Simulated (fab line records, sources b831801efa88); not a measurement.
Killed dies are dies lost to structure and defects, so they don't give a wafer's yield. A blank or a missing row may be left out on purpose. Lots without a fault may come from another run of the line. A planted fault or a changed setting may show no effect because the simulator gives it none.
Problem report in the 8D (eight disciplines) form, filled by code | flow sky130 | the parts of the form that need people (team, actions taken, sign-off) are left out

1. THE PROBLEM
tube_center_temp_C at SKY_GATE_OXIDE_OXIDATION_16 reads a mean of 818 C on 6 wafers of 2 lots; wafers without a fault read 800 C with a standard deviation of 0.069. That is +99 or more standard deviations from the usual mean.
The step: stabilise 600 s, purge 300 s, target thk 3.57 nm.
First seen on wafer L731.1, day 18 00:27, on furnace-01. The record holds 42 wafers of 14 lots with a number at this step. Rule for "out", or "out of limits": more than 4 standard deviations from the usual mean. The other wafers with a number count as sound.

2. WHAT IT IS AND WHAT IT IS NOT
question                    | is                                                                                                                                   | is not
which readings at this step | tube_center_temp_C, spike_tc_bottom_C, spike_tc_centre_C, spike_tc_lower_C, spike_tc_top_C, spike_tc_upper_C, tube_center_temp_C_max | ramp_up_c_per_min
which lots                  | L731, L732                                                                                                                           | L719, L721, L723, L724, L726, L727, L729, L730, L733, L735, L741, L742
which wafers of those lots  | all that have a number                                                                                                               | -
read on which tools         | furnace-01                                                                                                                           | furnace-02
when                        | from day 18 00:27                                                                                                                    | up to then (24 sound wafers); but 12 sound wafers of L733, L735, L741, L742 came after

3. SUSPECTS, AND WHAT RULES EACH OUT
Counting: a tool at a process step up to the reading stays a suspect if it ran every lot that is out and no sound lot after the first of them.
- furnace-01 at SKY_GATE_OXIDE_OXIDATION_16 (stabilise 600 s, purge 300 s, target thk 3.57 nm): ruled out as a lasting fault. Sound lots L742 ran on it after its first lot that is out, L731 (day 18 00:27).
Left after counting: nothing in the record.

4. THE CAUSE (what the simulator had put in)
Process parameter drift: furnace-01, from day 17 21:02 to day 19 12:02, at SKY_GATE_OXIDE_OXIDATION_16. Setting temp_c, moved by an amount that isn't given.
Counting ruled it out, wrongly.

5. THE CHAIN OF EFFECTS, in route order
Each row: a reading whose mean over the struck wafers that have a number lies more than 3 standard deviations from the usual. Only readings for which the record gives a usual standard deviation are gone through. hours: the time from each lot's start at the first step in this table that gives one to its start at this step, as a median over the lots. sigmas: the change in usual standard deviations.
hours | step                        | reading                | usual   | on struck wafers | change | sigmas
0     | SKY_GATE_OXIDE_OXIDATION_16 | spike_tc_bottom_C      | 815.3 C | 833.2            | +17.9  | +13
0     | SKY_GATE_OXIDE_OXIDATION_16 | spike_tc_centre_C      | 801.4 C | 818.9            | +17.5  | +19
0     | SKY_GATE_OXIDE_OXIDATION_16 | spike_tc_lower_C       | 799.6 C | 817.8            | +18.2  | +19
0     | SKY_GATE_OXIDE_OXIDATION_16 | spike_tc_top_C         | 810.9 C | 828.0            | +17.1  | +14
0     | SKY_GATE_OXIDE_OXIDATION_16 | spike_tc_upper_C       | 800.0 C | 818.2            | +18.2  | +17
0     | SKY_GATE_OXIDE_OXIDATION_16 | tube_center_temp_C     | 800 C   | 818              | +18    | +99 or more
0     | SKY_GATE_OXIDE_OXIDATION_16 | tube_center_temp_C_max | 802.1   | 820.1            | +18.0  | +58
The process steps in it:
- SKY_GATE_OXIDE_OXIDATION_16: stabilise 600 s, purge 300 s, target thk 3.57 nm.

6. WHAT WOULD HAVE CAUGHT IT SOONER
In this record the first reading out of limits was taken at day 18 00:27, 3 hours after the fault began at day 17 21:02.
